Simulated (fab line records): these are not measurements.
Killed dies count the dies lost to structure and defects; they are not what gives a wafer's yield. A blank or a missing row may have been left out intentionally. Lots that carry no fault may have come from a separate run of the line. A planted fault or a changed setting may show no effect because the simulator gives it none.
Code-filled problem report in 8D (eight disciplines) form || flow sky130 || the parts of the form that need people (team, actions taken, sign-off) are left out

## 1. THE ISSUE
tube-center-temp-C at SKY_GATE_OXIDE_OXIDATION_16 reads a mean of 789 C on 6 wafers of 2 lots; wafers without a fault read 800 C with a standard deviation of 0.07. That is -99 or more standard deviations from the usual mean.
The step: stabilise 600 s, purge 300 s, target thk 3.57 nm.
First observed at day 17 10:23: wafer L918.4, on furnace-02. The record has a number at this step for 18 wafers belonging to 6 lots. Rule for "out" (also "out of limits"): further than 4 standard deviations from the usual mean. The rest of the wafers with a number are treated as sound.

## 2. WHAT THIS IS AND IS NOT
{"question": "which readings at this step", "is": "tube-center-temp-C, spike-tc-centre-C, spike-tc-lower-C, spike-tc-top-C, spike-tc-upper-C, tube_center_temp_C_max", "is not": "zone-power-centre-pct, zone-power-upper-pct"}
{"question": "which lots", "is": "L918, L919", "is not": "L908, L927, L928, L929"}
{"question": "which wafers of those lots", "is": "all that have a number", "is not": "-"}
{"question": "read on which tools", "is": "furnace-02", "is not": "-"}
{"question": "when", "is": "from day 17 10:23", "is not": "up to then (3 sound wafers); but 9 sound wafers of L927, L928, L929 came after"}

## 3. THE SUSPECTS, EACH WITH WHAT RULES IT OUT
Counting: a tool at a process step up to the reading stays a suspect if it ran every lot that is out and no sound lot after the first of them.
- furnace-02 at SKY_GATE_OXIDE_OXIDATION_16 (stabilise 600 s, purge 300 s, target thk 3.57 nm): ruled out as a lasting fault. After its first lot that is out, L918 (day 17 10:23), sound lots L927, L928, L929 ran on it.
Left after counting: nothing in the record.

## 4. THE CAUSE (what the simulator had put in)
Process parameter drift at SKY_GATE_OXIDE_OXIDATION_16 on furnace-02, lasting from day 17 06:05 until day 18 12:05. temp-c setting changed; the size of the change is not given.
Counting ruled it out, wrongly.

## 5. SEQUENCE OF EFFECTS, ordered by route
Each row: a reading whose mean over the struck wafers that have a number lies more than 3 standard deviations from the usual. Only readings for which the record gives a usual standard deviation are gone through. hours: the time from each lot's start at the first step in this table that gives one to its start at this step, as a median over the lots. sigmas: the change in usual standard deviations.
{"hours": 0, "step": "SKY_GATE_OXIDE_OXIDATION_16", "reading": "spike-tc-bottom-C", "usual": "817 C", "on struck wafers": 803, "change": -14, "sigmas": -3.2}
{"hours": 0, "step": "SKY_GATE_OXIDE_OXIDATION_16", "reading": "spike-tc-centre-C", "usual": "799.4 C", "on struck wafers": 788.5, "change": -10.9, "sigmas": -7.8}
{"hours": 0, "step": "SKY_GATE_OXIDE_OXIDATION_16", "reading": "spike-tc-lower-C", "usual": "801.0 C", "on struck wafers": 790.1, "change": -10.9, "sigmas": -9.9}
{"hours": 0, "step": "SKY_GATE_OXIDE_OXIDATION_16", "reading": "spike-tc-top-C", "usual": "815.1 C", "on struck wafers": 804.5, "change": -10.6, "sigmas": -9.6}
{"hours": 0, "step": "SKY_GATE_OXIDE_OXIDATION_16", "reading": "spike-tc-upper-C", "usual": "800.8 C", "on struck wafers": 790.4, "change": -10.4, "sigmas": -10}
{"hours": 0, "step": "SKY_GATE_OXIDE_OXIDATION_16", "reading": "tube-center-temp-C", "usual": "800 C", "on struck wafers": 789, "change": -11, "sigmas": "-99 or more"}
{"hours": 0, "step": "SKY_GATE_OXIDE_OXIDATION_16", "reading": "tube_center_temp_C_max", "usual": 802.1, "on struck wafers": 791.4, "change": -10.8, "sigmas": -35}
Its process steps:
- SKY_GATE_OXIDE_OXIDATION_16: stabilise 600 s, purge 300 s, target thk 3.57 nm.

## 6. WHAT WOULD HAVE CAUGHT IT SOONER
First out-of-limits reading in this record: day 17 10:23, which is 4 hours after fault onset at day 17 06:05.
